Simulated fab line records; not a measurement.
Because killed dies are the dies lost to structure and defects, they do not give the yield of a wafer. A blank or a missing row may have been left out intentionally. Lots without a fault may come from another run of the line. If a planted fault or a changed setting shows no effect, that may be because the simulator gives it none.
A struck lot beside a sound one / flow sky130 / 14 steps out of a route of 708
Sound: the wafers L933.2, L933.3, L933.5. Wafers L941.3, L941.4, L941.6 were the ones struck. At the end, the cause is stated.
Each step with rows lists, per side, the tool, then ch with its chambers, then its first start. Under that, the readings that differ: sound wafers / struck wafers / difference of the means / sigmas: that difference in standard deviations of wafers without a fault.
alike: readings with means less than 2 such deviations apart, plus words and numbers identical on both sides. not compared: withheld readings, readings lacking a value on some wafer, bounds such as >300 that could conceal the same value, and numbers that have no deviation in the record and whose values overlap.
The two part at a step that has a row with sigmas, a row that says differs or no value, or rows on one side only. Numbers that have no deviation but don't overlap get no sigmas and don't part them. A reading missing from all wafers of one side parts the sides only when that side holds two or more wafers.

first, 2 steps without rows for these wafers: SKY_VT_ADJUST_LVTN_PEB_05; SKY_VT_ADJUST_LVTN_DEVELOP_06 (develop time 60 s).
SKY_VT_ADJUST_LVTN_OVL_MEAS_07:
  sound on overlay-01, day 8 01:02; struck on overlay-01, day 11 04:49
  alike: VT_ADJUST_LVTN_OVL
then, 1 step without rows for these wafers: SKY_VT_ADJUST_LVTN_IMPLANT_08.
SKY_VT_ADJUST_LVTN_STRIP_09: strips in O2/N2.
  sound on plasma asher-01 ch 0,1, day 8 01:13; struck on plasma asher-01 ch 0,1, day 11 05:02
  alike: chamber pressure mTorr, drypump motor current A, oes product au, strip time to endpoint s
  not compared: rf hours counter h
SKY_VT_ADJUST_LVTN_TW_MEAS_10:
  sound on film metro-03, day 8 01:19; struck on film metro-04, day 11 05:07
  alike: VT_ADJUST_LVTN_TW
then, 6 steps without rows for these wafers: SKY_VT_ADJUST_LVTN_DEHYDRATE_11 (time 60 s); SKY_VT_ADJUST_LVTN_HMDS_12 (prime time 60 s); SKY_VT_ADJUST_LVTN_COAT_13 (resist thk 1140 nm); SKY_VT_ADJUST_LVTN_SOFTBAKE_14 (time 60 s); SKY_VT_ADJUST_LVTN_EXPOSE_15 (exposes mask HVN STD DERIVED, target cd 600 nm); SKY_VT_ADJUST_LVTN_PEB_16.
SKY_VT_ADJUST_LVTN_DEVELOP_17: develop time 60 s.
  struck on litho track-02, day 12 04:14; sound on litho track-01 ch 0, day 8 20:50
  no value came back on the struck wafers for chill plate temp C (C), develop time s (s); on the sound wafers chill plate temp C (C) reads 23.14 23.04 23.14
SKY_VT_ADJUST_LVTN_OVL_MEAS_18:
  sound on overlay-02, day 8 20:58; struck on overlay-02, day 12 04:21
reading=VT_ADJUST_LVTN_01_OVL (nm); sound=-0.6 -2.2 -1.3; struck=- - -; difference=no value on the struck wafers; sigmas=

== WHERE THEY PART ==
At SKY_VT_ADJUST_LVTN_DEVELOP_17 first; at SKY_VT_ADJUST_LVTN_OVL_MEAS_18 last (within this record only).

WHY: what had been put in by the simulator
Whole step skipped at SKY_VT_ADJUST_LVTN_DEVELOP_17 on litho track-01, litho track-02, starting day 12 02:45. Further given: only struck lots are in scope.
